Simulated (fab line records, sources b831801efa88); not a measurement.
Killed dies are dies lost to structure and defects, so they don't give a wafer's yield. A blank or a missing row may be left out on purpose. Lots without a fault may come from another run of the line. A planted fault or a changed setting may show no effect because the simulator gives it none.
A struck lot beside a sound one | flow sky130 | 32 steps out of a route of 708
Sound: wafers L803.1, L803.3, L803.4. Struck: wafers L800.2, L800.3, L800.6. The cause comes at the end.
At each step with rows: each side's tool, then ch and its chambers, then its first start. Under that, the readings that differ: sound wafers | struck wafers | difference of the means | sigmas: that difference in standard deviations of wafers without a fault.
alike: readings whose means differ by less than 2 such deviations, and words and numbers that are the same on both sides. not compared: withheld readings, readings that some wafer has no value for, bounds like >300 that may hide the same value, and numbers for which the record gives no deviation and whose values overlap.
The two part at a step that has a row with sigmas, a row that says differs or no value, or rows on one side only. Numbers that don't overlap but have no deviation are shown without sigmas and don't part them. A reading that every wafer of one side lacks parts them only if that side has two wafers or more.

SKY_PWDE_OVL_MEAS_07:
  sound on overlay-01, day 7 06:39; struck on overlay-01, day 6 19:07
  alike: PWDE_OVL
then, 1 step without rows for these wafers: SKY_PWDE_IMPLANT_08.
SKY_PWDE_STRIP_09: strips in O2/N2.
  sound on plasma_asher-02 ch 0,1, day 7 06:50; struck on plasma_asher-03 ch 0,1, day 6 19:17
  alike: drypump_motor_current_A, n2_flow_sccm, oes_product_au, strip_time_to_endpoint_s
  not compared: rf_hours_counter_h
SKY_PWDE_TW_MEAS_10:
  sound on film_metro-01, day 7 06:56; struck on film_metro-03, day 6 19:24
  alike: PWDE_TW
then, 7 steps without rows for these wafers: SKY_NWELL_DEHYDRATE_03 (time 60 s); SKY_NWELL_HMDS_04 (prime time 60 s); SKY_NWELL_COAT_05 (resist thk 3000 nm); SKY_NWELL_SOFTBAKE_06; SKY_NWELL_EXPOSE_07 (exposes mask NWM, target cd 840 nm); SKY_NWELL_PEB_08; SKY_NWELL_DEVELOP_09 (develop time 60 s).
SKY_NWELL_OVL_MEAS_10:
  sound on overlay-02, day 8 02:51; struck on overlay-01, day 7 15:03
  reading           | sound          | struck      | difference | sigmas
  NWELL_00_OVL (nm) | -2.1 -2.7 -1.6 | 0.8 4.0 2.6 | +4.6       | +4
SKY_NWELL_IMPLANT_11:
  sound on implanter-03 ch 0, day 8 02:53; struck on implanter-02 ch 0, day 7 15:07
  reading                   | sound                | struck               | difference | sigmas
  beam_energy_keV           | 400.16 399.93 399.98 | 345.79 345.90 346.09 | -54.10     | -99 or more
  model.implant.rp_nm (nm)  | 495.8 495.8 495.8    | 422.6 422.6 422.6    | -73.2      |
  model.implant.drp_nm (nm) | 116.9 116.9 116.9    | 108.2 108.2 108.2    | -8.7       |
then, 2 steps without rows for these wafers: SKY_NWELL_IMPLANT_12; SKY_NWELL_IMPLANT_13.
SKY_NWELL_STRIP_14: strips in O2/N2.
  sound on plasma_asher-04 ch 0,1, day 8 03:20; struck on plasma_asher-02 ch 0,1, day 7 15:32
  alike: drypump_motor_current_A, n2_flow_sccm, oes_product_au, strip_time_to_endpoint_s
  not compared: rf_hours_counter_h
SKY_NWELL_TW_MEAS_15:
  sound on film_metro-01, day 8 03:26; struck on film_metro-04, day 7 15:38
  reading  | sound          | struck         | difference | sigmas
  NWELL_TW | 1839 1845 1846 | 1758 1763 1764 | -82        | -4
then, 7 steps without rows for these wafers: SKY_NWELL_DEHYDRATE_16 (time 60 s); SKY_NWELL_HMDS_17 (prime time 60 s); SKY_NWELL_COAT_18 (resist thk 3000 nm); SKY_NWELL_SOFTBAKE_19; SKY_NWELL_EXPOSE_20 (exposes mask NWM COMPLEMENT, target cd 840 nm); SKY_NWELL_PEB_21; SKY_NWELL_DEVELOP_22 (develop time 60 s).
SKY_NWELL_OVL_MEAS_23:
  sound on overlay-01, day 9 00:29; struck on overlay-02, day 8 12:24
  alike: NWELL_01_OVL
then, 1 step without rows for these wafers: SKY_NWELL_IMPLANT_24.
SKY_NWELL_STRIP_25: strips in O2/N2.
  sound on plasma_asher-04 ch 0,1, day 9 00:40; struck on plasma_asher-04 ch 0,1, day 8 12:35
  alike: drypump_motor_current_A, n2_flow_sccm, oes_product_au, strip_time_to_endpoint_s
  not compared: rf_hours_counter_h
SKY_NWELL_TW_MEAS_26:
  sound on film_metro-01, day 9 00:46; struck on film_metro-01, day 8 12:41
  alike: NWELL_2_TW
then, 1 step without rows for these wafers: SKY_NWELL_CLEAN_27 (cleans in SC1/SC2, time 150 s).
SKY_NWELL_RTA_28: time 30 s.
  sound on rtp_anneal-01 ch 0, day 9 00:53; struck on rtp_anneal-01 ch 0, day 8 12:49
  alike: lamp_power_pct, ramp_down_c_per_s, ramp_up_c_per_s, wafer_temp_C_max
SKY_NWELL_RS_MEAS_29: measures by four-point-probe.
  sound on film_metro-04, day 9 00:59; struck on film_metro-04, day 8 12:55
  reading           | sound             | struck            | difference | sigmas
  NWELL_RS (ohm/sq) | 625.7 625.7 625.5 | 650.9 649.6 648.8 | +24.1      | +15
-- the record jumps here: 40 days lie between the struck wafers' starts before and after (it left off in module NWELL and takes up again in module PAD_OPEN, whose first step shown is number 708 of the route) --
SKY_PAD_OPEN_PROBE_99:
  sound on prober-01, day 49 07:38; struck on prober-02, day 49 00:28
  reading                                 | sound                         | struck                        | difference | sigmas
  model.etest.pfet_16v.r_on_ohm_um        | 1.538e+04 1.58e+04 1.551e+04  | 1.69e+04 1.656e+04 1.69e+04   | +1.22e+03  |
  model.etest.res_nwell.line_ohm_um       | 1143 1169 1159                | 2031 1936 2009                | +835       |
  model.etest.res_nwell.rs_ohm_sq         | 957.9 1002 985.4              | 1619 1564 1613                | +617       |
  model.etest.nfet_16v.r_on_ohm_um        | 1.393e+04 1.391e+04 1.384e+04 | 1.499e+04 1.472e+04 1.494e+04 | +9.900e+02 |
  model.etest.pfet_g5v0d10v5.r_on_ohm_um  | 4851 4736 4814                | 4888 4877 4900                | +88        |
  model.etest.tip_p_5v.rs_ohm_sq          | 2897 2876 2866                | 3026 3022 3024                | +144       |
  model.etest.res_nwell.width_nm (nm)     | 846.6 853.1 852.5             | 798.4 800 795.8               | -52.7      |
  model.etest.res_iso_pwell.width_nm (nm) | 2648 2636 2627                | 2678 2681 2695                | +48        |
  alike: killed_at_M0_to_M3, killed_at_M4_up, killed_at_contacts, killed_at_front_end, killed_at_other, killed_dies, killed_open, killed_short

WHERE THEY PART
First at SKY_NWELL_OVL_MEAS_10; last, within this record, at SKY_NWELL_RS_MEAS_29. Later steps at which nothing parts them and some readings are alike: SKY_PAD_OPEN_PROBE_99.

WHY: what the simulator had put in
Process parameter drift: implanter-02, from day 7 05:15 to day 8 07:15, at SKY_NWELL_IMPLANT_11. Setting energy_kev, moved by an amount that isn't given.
